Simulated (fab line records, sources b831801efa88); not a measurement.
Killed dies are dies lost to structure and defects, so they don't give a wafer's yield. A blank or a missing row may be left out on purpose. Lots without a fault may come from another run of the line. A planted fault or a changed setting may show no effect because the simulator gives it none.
A struck lot beside a sound one | flow sky130 | 27 steps out of a route of 708
Sound: wafers L995.1, L995.3, L995.5. Struck: wafer L104.2. (L104.3, L104.6 of the same lot were not struck and are left out.) The cause comes at the end.
At each step with rows: each side's tool, then ch and its chambers, then its first start. Under that, the readings that differ: sound wafers | struck wafers | difference of the means | sigmas: that difference in standard deviations of wafers without a fault.
alike: readings whose means differ by less than 2 such deviations, and words and numbers that are the same on both sides. not compared: withheld readings, readings that some wafer has no value for, bounds like >300 that may hide the same value, and numbers for which the record gives no deviation and whose values overlap.
The two part at a step that has a row with sigmas, a row that says differs or no value, or rows on one side only. Numbers that don't overlap but have no deviation are shown without sigmas and don't part them. A reading that every wafer of one side lacks parts them only if that side has two wafers or more.

SKY_VIA4_ETCH_12: etches SiO2 in C4F8/O2/Ar, stops on TiN, target depth 580 nm.
  sound on rie_diel-04 ch 0,1, day 42 18:28; struck on rie_diel-03 ch 2, day 46 12:12
  alike: oes_product_au, rf_fwd_power_W
SKY_VIA4_STRIP_13: strips in O2/N2.
  sound on plasma_asher-03 ch 0,1, day 42 18:33; struck on plasma_asher-01 ch 0, day 46 12:16
  alike: drypump_motor_current_A, o2_flow_sccm, oes_product_au, strip_time_to_endpoint_s
  not compared: rf_hours_counter_h
then, 3 steps without rows for these wafers: SKY_VIA4_STRIP_14 (strips in post etch residue remover, time 1200 s); SKY_VIA4_CLEAN_15 (cleans in IPA, time 180 s); SKY_VIA4_CLEAN_16 (cleans in O3/DIW).
SKY_VIA4_SPUTTER_17: material TiN, target thk 20 nm, time 80 s.
  sound on pvd_sputter-02, day 42 19:10; struck on pvd_sputter-01, day 46 12:52
  alike: throttle_valve_pct
then, 1 step without rows for these wafers: SKY_VIA4_CVD_18 (deposits W, target thk 505 nm, time 152.14 s).
SKY_VIA4_RS_MEAS_19: measures by four-point-probe.
  sound on film_metro-03, day 42 19:23; struck on film_metro-02, day 46 13:05
  alike: VIA4_W_RS
SKY_VIA4_THK_MEAS_20: measures by xrf.
  sound on film_metro-03, day 42 19:31; struck on film_metro-02, day 46 13:12
  alike: VIA4_W_THK
then, 2 steps without rows for these wafers: SKY_VIA4_CMP_21 (polishes, stops on SiO2, t overpolish 25 s, target thk 0 nm); SKY_METAL5_SPUTTER_00 (material Ti, target thk 15 nm, time 10 s).
SKY_METAL5_SPUTTER_01: material TiN, target thk 20 nm, time 16.7 s.
  sound on pvd_sputter-04, day 42 19:59; struck on pvd_sputter-01, day 46 13:35
  reading                | sound          | struck | difference | sigmas
  throttle_valve_pct (%) | 28.8 30.4 30.0 | 32.4   | +2.7       | +3
SKY_METAL5_SPUTTER_02: material AlCu, target thk 1150 nm, time 61.2 s.
  sound on pvd_sputter-04, day 42 20:00; struck on pvd_sputter-01, day 46 13:36
  reading                                     | sound          | struck | difference | sigmas
  throttle_valve_pct (%)                      | 28.7 30.1 30.1 | 32.2   | +2.6       | +3
  model.AlCu_of_METAL5_SPUTTER_02.thk_nm (nm) | 1139 1139 1124 | 1047   | -87        |
then, 2 steps without rows for these wafers: SKY_METAL5_SPUTTER_03 (material Ti, target thk 5 nm, time 3.3 s); SKY_METAL5_SPUTTER_04 (material TiN, target thk 70 nm, time 58.3 s).
SKY_METAL5_RS_MEAS_05: measures by four-point-probe.
  sound on film_metro-03, day 42 20:07; struck on film_metro-02, day 46 14:02
  reading                 | sound                   | struck | difference | sigmas
  METAL5_ALCU_RS (ohm/sq) | 0.02725 0.02732 0.02772 | 0.0297 | +0.0023    | +8
  not compared: hold
SKY_METAL5_THK_MEAS_06: measures by xrf.
  sound on film_metro-03, day 42 20:14; struck on film_metro-02, day 46 17:01
  reading              | sound          | struck | difference | sigmas
  METAL5_ALCU_THK (nm) | 1142 1145 1127 | 1057   | -81        | -7
  not compared: hold
then, 6 steps without rows for these wafers: SKY_METAL5_HMDS_08 (prime time 60 s); SKY_METAL5_COAT_09 (resist thk 1800 nm); SKY_METAL5_SOFTBAKE_10 (time 60 s); SKY_METAL5_EXPOSE_11 (exposes mask MM5, target cd 1600 nm); SKY_METAL5_PEB_12; SKY_METAL5_DEVELOP_13 (develop time 60 s).
SKY_METAL5_DESCUM_14: chemistry O2, time 11 s.
  sound on rie_metal-01 ch 0,1, day 43 19:46; struck on rie_metal-01 ch 1, day 47 10:11
  alike: drypump_motor_current_A, oes_product_au, rf_fwd_power_W
  not compared: rf_hours_counter_h
SKY_METAL5_METAL_ETCH_15: etches the open film in Cl2/BCl3, stops on SiO2, target depth 1260 nm, time 252 s.
  sound on rie_metal-01 ch 0,1, day 43 19:48; struck on rie_metal-01 ch 1, day 47 10:13
  reading               | sound             | struck | difference | sigmas
  bcl3_flow_sccm (sccm) | 30.02 30.00 29.97 | 29.78  | -0.22      | -2
  oes_product_au (a.u.) | 0.899 0.900 0.891 | 0.855  | -0.042     | -8
  rf_fwd_power_W (W)    | 896.1 894.7 892.2 | 900.7  | +6.4       | +2
  alike: drypump_motor_current_A, throttle_valve_pct
  not compared: rf_hours_counter_h
then, 1 step without rows for these wafers: SKY_METAL5_STRIP_16 (strips in O2/N2).
SKY_PAD_OPEN_PROBE_99:
  sound on prober-02, day 45 18:26; struck on prober-02, day 49 03:13
  reading                      | sound                   | struck  | difference | sigmas
  defect_limited_yield (%)     | 79.5 85.4 85.6          | 79.7    | -3.8       | -2
  killed_at_M0_to_M3           | 48 31 32                | 53      | +16        | +2
  killed_dies                  | 101 72 71               | 100     | +19        | +2
  killed_open                  | 47 35 35                | 54      | +15        | +2
  sort_n_pass                  | 391 420 421             | 392     | -19        | -2
  sort_yield_pct (%)           | 79.5 85.4 85.6          | 79.7    | -3.8       | -2
  model.etest.met5.rs_ohm_sq   | 0.02739 0.02756 0.02766 | 0.02958 | +0.00204   |
  model.etest.met5.line_ohm_um | 0.01717 0.0173 0.01732  | 0.01842 | +0.00116   |
  alike: killed_at_M4_up, killed_at_contacts, killed_at_front_end, killed_short, sort_bin_3_pad_short, sort_bin_5_function, sort_bin_6_memory

WHERE THEY PART
First at SKY_METAL5_SPUTTER_01; last, within this record, at SKY_PAD_OPEN_PROBE_99.

WHY: what the simulator had put in
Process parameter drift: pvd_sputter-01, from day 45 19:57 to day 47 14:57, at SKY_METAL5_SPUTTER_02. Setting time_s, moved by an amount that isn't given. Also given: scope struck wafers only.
